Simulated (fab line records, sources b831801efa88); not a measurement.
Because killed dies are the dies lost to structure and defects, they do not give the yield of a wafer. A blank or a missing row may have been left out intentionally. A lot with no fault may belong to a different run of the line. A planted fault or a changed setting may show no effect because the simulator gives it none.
Chamber matching + flow sky130 + cmp-01 running SKY_VIA4_CMP_21: 4 sister chambers
The step polishes, stops on SiO2, t overpolish 25 s, target thk 0 nm. 27 wafers are shown with their chamber, then 12 later ones without.

== WAFERS PAIRED WITH THEIR CHAMBERS ==
| wafer  | chamber | motor current A (A) | overpolish run s (s) | time to endpoint s (s) |
|--------|---------|---------------------|----------------------|------------------------|
| L077.1 | 1       | 10.6                | 24.990               | 126                    |
| L077.4 | 0       | 9.3                 | 24.981               | 121                    |
| L077.5 | 1       | 11.0                | 25.019               | 121                    |
| L081.2 | 2       | 11.1                | 24.990               | 126                    |
| L081.5 | 2       | 11.9                | 24.989               | 126                    |
| L081.6 | 1       | 11.0                | 25.007               | 128                    |
| L082.2 | 3       | 11.5                | 25.013               | 119                    |
| L082.5 | 2       | 11.5                | 25.012               | 123                    |
| L082.6 | 1       | 11.5                | 24.989               | 125                    |
| L083.1 | 2       | 12.2                | 25.001               | 122                    |
| L083.5 | 1       | 11.3                | 24.977               | 123                    |
| L083.6 | 2       | 10.7                | 24.991               | 117                    |
| L084.1 | 3       | 11.1                | 24.993               | 119                    |
| L084.3 | 2       | 10.7                | 25.013               | 123                    |
| L084.5 | 3       | 11.3                | 24.997               | 121                    |
| L089.3 | 3       | 11.5                | 24.979               | 131                    |
| L089.4 | 2       | 11.5                | 24.998               | 134                    |
| L089.6 | 2       | 11.1                | 25.001               | 136                    |
| L086.1 | 0       | 9.8                 | 24.981               | 126                    |
| L086.3 | 1       | 10.6                | 25.006               | 129                    |
| L086.5 | 0       | 9.3                 | 24.994               | 129                    |
| L088.1 | 3       | 11.8                | 24.995               | 121                    |
| L088.3 | 0       | 10.2                | 24.995               | 121                    |
| L088.5 | 3       | 10.9                | 24.989               | 123                    |
| L091.2 | 3       | 11.6                | 25.001               | 129                    |
| L091.3 | 0       | 9.4                 | 24.996               | 131                    |
| L091.4 | 2       | 10.9                | 25.008               | 128                    |

SIGNATURES, as means of the wafers listed above
| reading            | chamber 0 | chamber 1 | chamber 2 | chamber 3 | scatter within a chamber |
|--------------------|-----------|-----------|-----------|-----------|--------------------------|
| motor current A    | 9.600     | 11.000    | 11.289    | 11.386    | 0.42                     |
| overpolish run s   | 24.98940  | 24.99800  | 25.00033  | 24.99529  | 0.0109                   |
| time to endpoint s | 125.60    | 125.33    | 126.11    | 123.29    | 4.89                     |
Rule: a wafer's distance from a chamber is the root of the sum, over the readings, of the square of ((its reading less the chamber's mean) divided by the reading's scatter). If the next closest chamber is less than 2 further off than the closest, the wafer can't be placed; otherwise it belongs to the closest. The scatter: take each reading less its chamber's mean, square it, sum over the shown wafers, divide by the number of wafers less the number of chambers, and take the root.

== WAFERS WHOSE CHAMBER IS MISSING ==
| wafer  | motor current A (A) | overpolish run s (s) | time to endpoint s (s) |
|--------|---------------------|----------------------|------------------------|
| L093.1 | 11.3                | 25.000               | 134                    |
| L093.3 | 11.5                | 24.991               | 136                    |
| L093.6 | 11.7                | 24.995               | 131                    |
| L094.1 | 11.7                | 25.010               | 131                    |
| L094.4 | 11.3                | 24.998               | 133                    |
| L094.6 | 11.6                | 24.999               | 131                    |
| L095.2 | 11.9                | 25.006               | 126                    |
| L095.3 | 11.2                | 25.004               | 124                    |
| L095.6 | 10.6                | 25.019               | 126                    |
| L097.1 | 12.0                | 25.004               | 132                    |
| L097.4 | 9.4                 | 24.996               | 128                    |
| L097.6 | 9.3                 | 24.998               | 130                    |

== WHICH CHAMBER EACH ONE RAN IN ==
| wafer  | from the rows above               | in truth |
|--------|-----------------------------------|----------|
| L093.1 | can't be placed: 2 or 1 or 3      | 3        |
| L093.3 | can't be placed: 2 or 1 or 3      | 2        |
| L093.6 | can't be placed: 2 or 3 or 1      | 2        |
| L094.1 | can't be placed: 2 or 3 or 1      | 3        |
| L094.4 | can't be placed: 2 or 1 or 3      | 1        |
| L094.6 | can't be placed: 2 or 3 or 1      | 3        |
| L095.2 | can't be placed: 2 or 3 or 1      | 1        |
| L095.3 | can't be placed: 2 or 1 or 3      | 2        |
| L095.6 | can't be placed: 1 or 2 or 3 or 0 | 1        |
| L097.1 | can't be placed: 2 or 3 or 1      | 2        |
| L097.4 | 0                                 | 0        |
| L097.6 | 0                                 | 0        |
Correct placement for 2 of the 12. Cannot be placed on the basis of these rows: 10; the candidates contain the true chamber in 10. Number placed wrongly: 0.
